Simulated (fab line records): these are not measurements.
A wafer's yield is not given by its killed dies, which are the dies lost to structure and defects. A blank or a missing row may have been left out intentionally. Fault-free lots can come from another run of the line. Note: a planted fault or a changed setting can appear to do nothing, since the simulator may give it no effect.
Matching of chambers -- flow sfq-line -- SFQ_TRILAYER_A5B_DEP_PECVD_129 on pecvd-02 has 3 sister chambers
The step deposits SiO2 from SiH4/N2O, time 133.33 s, target thk 600 nm. 6 wafers are shown with their chamber, then 7 later ones without.

== WAFERS WITH THEIR CHAMBER ==
wafer,chamber,throttle-valve-pct (%),heater-power-w (W)
L289.1,1,24.3,85
L289.6,0,26.8,85
L294.1,1,24.4,98
L294.4,2,25.2,92
L296.2,2,25.0,89
L296.3,0,26.8,87

== WAFERS WHOSE CHAMBER IS MISSING ==
wafer,throttle-valve-pct (%),heater-power-w (W)
L296.6,24.2,89
L297.1,24.4,88
L297.4,23.8,92
L297.5,24.9,89
L298.2,24.5,95
L298.3,26.8,85
L298.4,26.9,89

== WHICH CHAMBER EACH ONE RAN IN ==
wafer,from the rows above,in truth
L296.6,1,1
L297.1,1,1
L297.4,1,1
L297.5,2,2
L298.2,1,1
L298.3,0,0
L298.4,0,0
7 of 7 placed correctly. Can't be placed from these rows: 0. Placed wrongly: 0.
How it was worked out, from the rows above alone: a wafer's distance from a chamber is the root of the sum, over the readings, of the square of ((its reading less the chamber's mean) divided by the reading's scatter). The wafer belongs to the nearest chamber; if the next one is less than 2 further off, it can't be placed. The mean given for a chamber averages the wafers shown for that chamber. The scatter is the square root of a quotient: the sum, over the shown wafers, of each reading's squared deviation from its chamber's mean, divided by wafers minus chambers.
